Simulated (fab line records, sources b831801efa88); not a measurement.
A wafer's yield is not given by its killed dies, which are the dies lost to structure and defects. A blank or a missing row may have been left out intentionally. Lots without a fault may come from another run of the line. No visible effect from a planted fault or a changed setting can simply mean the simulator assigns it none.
fab line records ; flow sky130
record lots=5; wafers=15; lastDay=50
route steps=708 shown LDD_LDN@292 SPACER@304 POLY_CUT@307 SD_P@320 RES_XHIGH@332 SALICIDE@361 PAD_OPEN@708
lots that met no fault: from a run of the same line without faults
startH: hours from the record's opening day to when the first of the lot's shown wafers began ; waitH: hours since the lot's step before ; " same as the row above ; L1.1+2: several wafers, shown together as one row ; - either no value or no given start ; * or withheld: withheld ; < > ~ a bound
route shown NAME@n: a module of which the file shows steps, and the number in the route of the first ; usual: mean/standard deviation taken from wafers without a fault ; same: alike in all rows ; chamber/n: place in a boat ; sites: each site's reading ; _std_site: the values' standard deviation ; _edge_site: outer sites' mean less inner sites' ; radiusMm: how far each site lies from the wafer's centre ; mask NAME#n: copy n ; behind: the last tool/chamber to shape the wafer ; hold: why the lot was held/for how many hours/how that ended ; device: whichever transistor did not switch (one of n, p or np) ; end of line: tests of these same wafers at the route's end ; for a step that has no rows: nothing shown but its recipe ; killed: not the wafer's yield, but the dies lost to structure and defects at the first sort ; map: shows each die of a wafer: x if killed, . if not, _ if none is there
set.NAME: setting as actually run; set.NAME@STEP: the setting as run at that earlier step ; model.NAME: the simulator's own value behind a step, which no gauge read
a table for each step, a row for each wafer; lots at some steps of the route
services: from which hour (startH, from the record's first day; less than 0 if before it) a tool's chamber was out of use, for how many hours, and why
## steps
# step SKY_LDD_LDN_SOFTBAKE_03
# recipe tempC=90; timeS=60; resist=NOVOLAK
# step SKY_LDD_LDN_EXPOSE_04
# recipe maskId=LDNTM; na=0.6; sourceShape=conventional; sigmaOuter=0.6; polarization=unpolarized; targetCdNm=700; doseMj=140
# step SKY_LDD_LDN_PEB_05
# recipe tempC=withheld; timeS=*; resist=NOVOLAK
# step SKY_LDD_LDN_DEVELOP_06
# recipe resist=NOVOLAK; developer=TMAH; developTimeS=60; devTempC=23
# step SKY_LDD_LDN_IMPLANT_08
# recipe species=As; energyKev=15; doseCm2=1.25e+13; tiltDeg=withheld; rotationDeg=23
# step SKY_LDD_LDN_IMPLANT_09
# recipe species=As; energyKev=15; doseCm2=1.25e+13; tiltDeg=withheld; rotationDeg=113
# step SKY_LDD_LDN_IMPLANT_10
# recipe species=As; energyKev=15; doseCm2=1.25e+13; tiltDeg=withheld; rotationDeg=203
# step SKY_LDD_LDN_IMPLANT_11
# recipe species=As; energyKev=15; doseCm2=1.25e+13; tiltDeg=withheld; rotationDeg=293
# step SKY_LDD_LDN_STRIP_12
# recipe chemistry=O2/N2; powerW=1400; pressureMtorr=1500; platenTempC=withheld; o2FlowSccm=3000; n2FlowSccm=300; overashFraction=0.5
# step SKY_LDD_LDN_CLEAN_14
# recipe chemistry=SC1/SC2; mix=1:4:20; tempC=70; timeS=150; dry=n2Spin
# step SKY_SPACER_CVD_00
# recipe material=Si3N4; precursor=DCS/NH3; targetThkNm=43.1; tempC=770; timeS=740; pressureMtorr=250
lot.wafer;tool;chamber;startH;waitH;model.Si3N4_of_SPACER_CVD_00.thkNm
L569.2;lpcvd-02;1;597.61;0.8;42.87
L569.3;lpcvd-02;1;597.61;0.8;43.04
L569.5;lpcvd-02;1;597.61;0.8;43
L570.2;lpcvd-02;0;598.81;1.1;43.37
L570.4;lpcvd-02;0;598.81;1.1;43.02
L570.5;lpcvd-02;0;598.81;1.1;43.14
L587.1;lpcvd-02;0;710.29;0.0;30.06
L587.3;lpcvd-02;0;710.29;0.0;29.94
L587.6;lpcvd-02;0;710.29;0.0;29.71
L586.1;lpcvd-02;0;712.73;0.0;31.15
L586.2;lpcvd-02;0;712.73;0.0;31.45
L586.6;lpcvd-02;0;712.73;0.0;31.01
L588.2;lpcvd-02;0;716.35;1.0;30.88
L588.4;lpcvd-02;0;716.35;1.0;31
L588.5;lpcvd-02;0;716.35;1.0;31.16
# step SKY_SPACER_THK_MEAS_01
# recipe reads=Si3N4_of_SPACER_CVD_00
# usual SPACER_CVD_00_THK=43.0/0.45
lot.wafer;tool;chamber;startH;waitH;SPACER_CVD_00_THK[nm]
L569.2;filmMetro-04;-;598.82;0.0;42.9
L569.3;filmMetro-04;-;598.82;0.0;43.1
L569.5;filmMetro-04;-;598.82;0.0;43.0
L570.2;filmMetro-01;-;600.03;0.0;43.4
L570.4;filmMetro-01;-;600.03;0.0;43.0
L570.5;filmMetro-01;-;600.03;0.0;43.2
L587.1;filmMetro-01;-;711.50;0.0;30.1
L587.3;filmMetro-01;-;711.50;0.0;29.9
L587.6;filmMetro-01;-;711.50;0.0;29.7
L586.1;filmMetro-04;-;713.94;0.0;31.2
L586.2;filmMetro-04;-;713.94;0.0;31.5
L586.6;filmMetro-04;-;713.94;0.0;31.0
L588.2;filmMetro-03;-;717.56;0.0;30.8
L588.4;filmMetro-03;-;717.56;0.0;31.0
L588.5;filmMetro-03;-;717.56;0.0;31.2
# step SKY_SPACER_ETCHBACK_02
# recipe chemistry=CH3F/O2; target=Si3N4; stopOn=SiO2; sourceW=400; biasW=80; pressureMtorr=25; ch3fFlowSccm=40; O2_flow_sccm=30; timeS=46.7; targetDepthA=450
# usual biasW=79.96/0.24; drypumpMotorCurrentA=5.5/0.45; oesProductAu=0.855/0.006; throttleValvePct=10.563/0.0091
lot.wafer;tool;chamber;startH;waitH;biasW;drypumpMotorCurrentA;oesProductAu;rfHoursCounterH;throttleValvePct;model.etch.depthNm
L569.2;rieDiel-01;0;598.87;0.0;79.69;5.9;0.859;0;10.558;42.87
L569.3;rieDiel-01;2;598.87;0.0;79.58;5.3;0.850;19;10.565;43.04
L569.5;rieDiel-01;2;598.87;0.0;79.68;5.3;0.845;-;10.558;43
L570.2;rieDiel-02;1;600.08;0.0;79.87;5.0;0.856;13;10.579;43.37
L570.4;rieDiel-02;0;600.08;0.0;80.26;5.0;0.858;5;10.554;43.02
L570.5;rieDiel-02;2;600.08;0.0;79.74;5.8;0.860;-;10.566;43.14
L587.1;rieDiel-02;1;711.56;0.1;80.05;5.0;0.712;15;10.536;30.06
L587.3;rieDiel-02;2;711.56;0.1;79.49;5.8;0.704;48;10.544;29.94
L587.6;rieDiel-02;2;711.56;0.1;80.11;5.8;0.703;-;10.551;29.71
L586.1;rieDiel-03;1;714.00;0.1;80.55;5.1;0.726;12;10.531;31.15
L586.2;rieDiel-03;3;714.00;0.1;80.05;6.2;0.720;22;10.537;31.45
L586.6;rieDiel-03;2;714.00;0.1;79.72;6.0;0.720;-;10.536;31.01
L588.2;rieDiel-02;3;717.61;0.0;79.96;6.2;0.719;49;10.549;30.88
L588.4;rieDiel-02;0;717.61;0.0;79.74;4.9;0.722;7;10.555;31
L588.5;rieDiel-02;3;717.61;0.0;79.88;6.1;0.725;-;10.546;31.16
# step SKY_POLY_CUT_DEHYDRATE_00
# recipe tempC=200; timeS=60
# step SKY_POLY_CUT_HMDS_01
# recipe primeTimeS=60; primeTempC=120
# step SKY_POLY_CUT_COAT_02
# recipe resist=BARC; tempC=withheld; timeS=withheld; spinRpm=3000; resistThkNm=60
# step SKY_POLY_CUT_COAT_03
# recipe resist=KrF-thick; spinRpm=3000; resistThkNm=450
# step SKY_POLY_CUT_SOFTBAKE_04
# recipe tempC=100; timeS=90; resist=KrF-thick
# step SKY_POLY_CUT_EXPOSE_05
# recipe maskId=NPCM; na=0.8; sourceShape=annular; sigmaInner=0.55; sigmaOuter=0.85; targetCdNm=270; doseMj=32
# step SKY_POLY_CUT_PEB_06
# recipe pebTempC=withheld; pebTimeS=withheld; resist=KrF-thick
# step SKY_POLY_CUT_DEVELOP_07
# recipe developTimeS=60; resist=KrF-thick; devTempC=21
# step SKY_POLY_CUT_ETCH_10
# recipe chemistry=N2/H2; target=BARC; ionEnergyEv=200; sourceW=500; biasW=100; pressureMtorr=30; n2FlowSccm=100; h2FlowSccm=200; stopOn=SiO2; timeS=45.9; targetDepthA=600
# step SKY_POLY_CUT_ETCH_11
# recipe target=Si3N4; chemistry=CF4/CH2F2/Ar; stopOn=poly-Si; sourceW=600; biasW=150; pressureMtorr=40; cf4FlowSccm=40; ch2f2FlowSccm=20; Ar_flow_sccm=150; timeS=42.5; targetDepthA=600
# step SKY_POLY_CUT_STRIP_12
# recipe chemistry=O2/N2; powerW=1400; pressureMtorr=1500; platenTempC=withheld; o2FlowSccm=3000; n2FlowSccm=300; overashFraction=0.5
# step SKY_SD_P_DEHYDRATE_00
# recipe tempC=200; timeS=60
# step SKY_SD_P_HMDS_01
# recipe primeTimeS=60; primeTempC=120
# step SKY_SD_P_COAT_02
# recipe resist=NOVOLAK; spinRpm=3000; resistThkNm=1140
# step SKY_SD_P_SOFTBAKE_03
# recipe tempC=90; timeS=60; resist=NOVOLAK
# step SKY_SD_P_EXPOSE_04
# recipe maskId=PSDM; na=0.6; sourceShape=conventional; sigmaOuter=0.6; polarization=unpolarized; targetCdNm=380; doseMj=138
# step SKY_SD_P_PEB_05
# recipe tempC=withheld; timeS=*; resist=NOVOLAK
# step SKY_SD_P_DEVELOP_06
# recipe resist=NOVOLAK; developer=TMAH; developTimeS=60; devTempC=23.69
# step SKY_SD_P_IMPLANT_09
# recipe species=BF2; energyKev=20; doseCm2=3e+15; tiltDeg=0
# step SKY_SD_P_STRIP_10
# recipe chemistry=O2/N2; powerW=1400; pressureMtorr=1500; platenTempC=withheld; o2FlowSccm=3000; n2FlowSccm=300; overashFraction=0.5
# step SKY_RES_XHIGH_DEHYDRATE_00
# recipe tempC=200; timeS=60
# step SKY_RES_XHIGH_HMDS_01
# recipe primeTimeS=60; primeTempC=120
# step SKY_SALICIDE_CLEAN_00
# recipe chemistry=HF-last; timeS=30; dilution=100:1; dry=ipaMarangoni
lot.wafer;tool;chamber;startH;waitH;model.Si3N4_of_SPACER_CVD_00.thkNm
L569.2;wetBench-04;0;712.35;0.1;41.9
L569.3;wetBench-04;0;712.35;0.1;42.07
L569.5;wetBench-04;0;712.35;0.1;42.03
L570.2;wetBench-02;3;714.81;0.1;42.41
L570.4;wetBench-02;3;714.81;0.1;42.06
L570.5;wetBench-02;3;714.81;0.1;42.18
L587.1;wetBench-04;2;820.00;0.1;29.09
L587.3;wetBench-04;2;820.00;0.1;28.97
L587.6;wetBench-04;2;820.00;0.1;28.74
L586.1;wetBench-01;3;824.26;0.1;30.2
L586.2;wetBench-01;3;824.26;0.1;30.49
L586.6;wetBench-01;3;824.26;0.1;30.05
L588.2;wetBench-01;0;827.81;0.1;29.9
L588.4;wetBench-01;0;827.81;0.1;30.02
L588.5;wetBench-01;0;827.81;0.1;30.17
# step SKY_PAD_OPEN_PROBE_99
# usual killed_at_M0_to_M3=42/6.4; killed_at_M4_up=2.9/1.7; killedAtContacts=25/5.2; killedAtFrontEnd=16/4.4; killedAtOther=0.4/0.65; killedDies=86/9.2; killedOpen=47/6.6; killedShort=39/5.8
# same grossDies=492; killedAtBackSide=0
lot.wafer;tool;chamber;startH;waitH;killed_at_M0_to_M3;killed_at_M4_up;killedAtContacts;killedAtFrontEnd;killedAtOther;killedDies;killedOpen;killedShort;model.etest.pfet_01v8.rOnOhmUm;model.etest.pfetG5v0d10v5.rOnOhmUm;model.etest.nfetG5v0d10v5.rOnOhmUm;model.etest.sonosUncharged.rOnOhmUm;model.etest.resPdiff.lineOhmUm;model.etest.pfet_01v8.driveUaUm;model.etest.nfet_01v8_lvt.driveUaUm;model.etest.sramPfetLatch.driveUaUm
L569.2;prober-02;-;1124.21;0.1;42;1;22;13;0;78;44;34;2847;4626;1878;785;1304;196.7;587.5;148.1
L569.3;prober-02;-;1124.26;0.2;38;3;19;14;0;74;42;31;2864;4682;1869;795.7;1302;193.1;574.9;144.9
L569.5;prober-02;-;1124.36;0.2;61;2;19;19;0;101;55;46;2940;4626;1876;805.4;1302;187.1;560.1;144.9
L570.2;prober-02;-;1124.51;0.1;43;3;29;24;0;99;58;41;2886;4760;1891;810;1372;193.4;578.3;144.6
L570.4;prober-02;-;1124.61;0.2;37;2;28;16;0;83;53;30;2820;4711;1844;797.2;1385;197.8;582;143.8
L570.5;prober-02;-;1124.66;0.2;41;2;23;14;0;80;51;29;2847;4656;1853;814.4;1394;197.1;577.8;143.1
L587.1;prober-01;-;1195.86;0.1;43;2;20;11;0;76;43;32;2508;4711;1822;740.9;1321;227.9;600;173.9
L587.3;prober-01;-;1195.96;0.2;39;3;27;16;0;85;50;33;2418;4610;1770;715.6;1327;237;604.6;174.3
L587.6;prober-01;-;1196.11;0.2;42;4;29;19;1;95;54;40;2408;4607;1788;728.5;1327;237.5;624.2;177.2
L586.1;prober-02;-;1198.12;0.1;46;4;24;19;0;93;50;42;2530;4652;1830;733.4;1299;224.4;592;172.1
L586.2;prober-02;-;1198.17;0.1;46;2;27;27;1;103;48;51;2441;4509;1788;731.1;1302;235.3;602;182.9
L586.6;prober-02;-;1198.37;0.2;39;6;18;25;0;88;55;33;2480;4608;1819;732.5;1301;228.3;599.4;170.8
L588.2;prober-02;-;1202.06;0.1;46;4;21;17;0;88;43;45;2622;4703;1827;755.7;1344;215.1;579.5;165
L588.4;prober-02;-;1202.16;0.2;53;6;32;11;0;102;59;43;2610;4735;1819;753.2;1333;216.5;588.4;164.8
L588.5;prober-02;-;1202.21;0.2;50;5;26;13;0;94;51;43;2571;4672;1808;750.2;1344;220.6;588.8;163.9
# killed by level:class
L569.2 CONTACT:geometricParticle:open=7 VIA2:geometricParticle:open=7 LI_CONTACT:geometricParticle:open=6 METAL2:geometricParticle:short=6 VIA3:geometricParticle:open=6 VIA1:geometricParticle:open=5 POLY_GATE:geometricParticle:short=4 SPACER:geometricParticle:short=4
L569.3 LI_CONTACT:geometricParticle:open=7 VIA1:geometricParticle:open=6 VIA2:geometricParticle:open=6 METAL1:geometricParticle:short=5 VIA3:geometricParticle:open=5 METAL3:geometricParticle:short=5 FIELD_ISO:geometricParticle:open=4 POLY_GATE:geometricParticle:open=4
L569.5 VIA1:geometricParticle:open=18 VIA3:geometricParticle:open=9 POLY_GATE:geometricParticle:open=6 POLY_GATE:geometricParticle:short=6 LI_CONTACT:geometricParticle:open=6 METAL1:geometricParticle:short=6 METAL3:geometricParticle:short=6 METAL2:geometricParticle:short=6
L570.2 CONTACT:geometricParticle:open=14 VIA1:geometricParticle:open=11 POLY_GATE:geometricParticle:open=10 POLY_GATE:geometricParticle:short=7 LI_CONTACT:geometricParticle:open=7 VIA2:geometricParticle:open=5 CONTACT:geometricParticle:short=4 METAL1:geometricParticle:short=4
L570.4 LI_CONTACT:geometricParticle:open=10 CONTACT:geometricParticle:open=10 VIA3:geometricParticle:open=8 VIA2:geometricParticle:open=7 POLY_GATE:geometricParticle:open=5 VIA1:geometricParticle:open=4 VIA1:geometricParticle:short=4 FIELD_ISO:geometricParticle:open=3
L570.5 VIA1:geometricParticle:open=12 CONTACT:geometricParticle:open=10 VIA1:geometricParticle:short=6 VIA3:geometricParticle:open=6 LI_CONTACT:geometricParticle:open=5 LOCAL_INTERCONNECT:geometricParticle:short=5 METAL1:geometricParticle:short=4 POLY_GATE:geometricParticle:short=4
L587.1 VIA2:geometricParticle:open=9 CONTACT:geometricParticle:open=8 VIA3:geometricParticle:open=7 VIA1:geometricParticle:open=7 VIA2:geometricParticle:short=6 LI_CONTACT:geometricParticle:open=4 VIA1:geometricParticle:short=4 METAL3:geometricParticle:short=4
L587.3 CONTACT:geometricParticle:open=10 VIA1:geometricParticle:open=8 VIA2:geometricParticle:open=7 LI_CONTACT:geometricParticle:open=6 METAL1:geometricParticle:short=5 FIELD_ISO:geometricParticle:short=4 POLY_CUT:geometricParticle:open=4 LOCAL_INTERCONNECT:geometricParticle:open=4
L587.6 LI_CONTACT:geometricParticle:open=10 CONTACT:geometricParticle:open=8 VIA1:geometricParticle:open=7 VIA2:geometricParticle:open=7 METAL2:geometricParticle:short=6 VIA3:geometricParticle:open=5 FIELD_ISO:geometricParticle:short=4 POLY_CUT:geometricParticle:short=4
L586.1 VIA1:geometricParticle:open=15 FIELD_ISO:geometricParticle:short=8 LI_CONTACT:geometricParticle:open=8 CONTACT:geometricParticle:open=7 CONTACT:geometricParticle:short=6 VIA3:geometricParticle:open=6 FIELD_ISO:geometricParticle:open=4 METAL1:geometricParticle:short=4
L586.2 VIA1:geometricParticle:open=11 METAL1:geometricParticle:short=9 CONTACT:geometricParticle:open=8 LI_CONTACT:geometricParticle:open=6 CONTACT:geometricParticle:short=6 VIA3:geometricParticle:open=6 FIELD_ISO:geometricParticle:short=5 POLY_GATE:geometricParticle:short=5
L586.6 CONTACT:geometricParticle:open=9 VIA1:geometricParticle:open=9 FIELD_ISO:geometricParticle:open=7 POLY_GATE:geometricParticle:open=7 VIA3:geometricParticle:open=6 FIELD_ISO:geometricParticle:short=5 LI_CONTACT:geometricParticle:open=4 METAL1:geometricParticle:short=4
L588.2 VIA3:geometricParticle:open=9 METAL1:geometricParticle:short=8 CONTACT:geometricParticle:open=8 VIA1:geometricParticle:open=6 VIA1:geometricParticle:short=5 SPACER:geometricParticle:open=4 LI_CONTACT:geometricParticle:short=4 METAL2:geometricParticle:short=4
L588.4 CONTACT:geometricParticle:open=13 METAL1:geometricParticle:short=9 VIA1:geometricParticle:open=9 METAL2:geometricParticle:short=8 LI_CONTACT:geometricParticle:open=7 VIA2:geometricParticle:open=6 VIA3:geometricParticle:open=6 FIELD_ISO:geometricParticle:open=4
L588.5 VIA3:geometricParticle:open=13 VIA1:geometricParticle:open=9 METAL2:geometricParticle:short=9 LI_CONTACT:geometricParticle:open=8 CONTACT:geometricParticle:open=8 LOCAL_INTERCONNECT:geometricParticle:short=5 VIA2:geometricParticle:open=5 POLY_GATE:geometricParticle:short=4
## services
tool;chamber;startH;hours;kind
wetBench-04;-;591.56;2.5;repair
rieDiel-01;-;605.51;1.2;repair
rieDiel-02;1;615.32;3.7;repair
rieDiel-02;3;616.41;3.5;repair
lpcvd-02;-;642.23;0.5;repair
wetBench-01;-;673.43;2.0;repair
rieDiel-01;-;696.57;2.8;pm
rieDiel-01;-;703.91;14.6;pm
wetBench-01;-;714.41;4.4;pm
rieDiel-02;3;718.79;-;clean
rieDiel-02;3;718.79;20.2;scheduledDown
rieDiel-02;3;718.79;20.2;ventCycle
rieDiel-01;1;720.01;-;clean
rieDiel-01;1;720.01;17.4;scheduledDown
rieDiel-01;3;720.52;4.3;repair
rieDiel-02;2;720.96;6.7;repair
rieDiel-02;0;738.20;9.5;repair
rieDiel-02;2;747.68;-;clean
rieDiel-02;2;747.68;19.8;scheduledDown
rieDiel-02;2;747.68;19.8;ventCycle
rieDiel-02;2;773.42;17.0;repair
rieDiel-03;0;792.47;9.0;repair
rieDiel-02;1;802.30;9.7;repair
rieDiel-01;2;821.71;4.1;repair
## key
firstSign step=SKY_SPACER_THK_MEAS_01; reading=SPACER_CVD_00_THK; direction=down; sigmas=27; usual=43.0; struck=30.7
effect step=SKY_SPACER_ETCHBACK_02; reading=oesProductAu; direction=down; sigmas=23; usual=0.855; struck=0.717
modelEffect step=SKY_SPACER_CVD_00; value=Si3N4_of_SPACER_CVD_00.thkNm; without=42.83; struck=30.71
modelEffect step=SKY_SPACER_ETCHBACK_02; value=etch.depthNm; without=42.83; struck=30.71
modelEffect step=SKY_SALICIDE_CLEAN_00; value=Si3N4_of_SPACER_CVD_00.thkNm; without=41.85; struck=29.73
modelEffect step=SKY_PAD_OPEN_PROBE_99; value=etest.pfet_01v8.rOnOhmUm; without=2888; struck=2510
metAt SKY_SPACER_CVD_00
struckWafers L586.1,L586.2,L586.6,L587.1,L587.3,L587.6,L588.2,L588.4,L588.5
testerLeftOut L586,L587,L588
onsetBetween 598.81 710.29
alsoFits time
fault kind=processParameterDrift; tool=lpcvd-02; chamber=-; onsetH=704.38; steps=SKY_SPACER_CVD_00; channel=targetThkNm; offset=-12.118; shape=step; endH=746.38; actsIn=theseRecipesOnly; stated=43.1
# testerLeftOut: of these lots the tester's yield and bins aren't shown, on N5 and GAA mostly nor the transistor test; their killed dies are dies lost to structure and defects alone, not to doping, threshold or leakage, so they don't give the yield
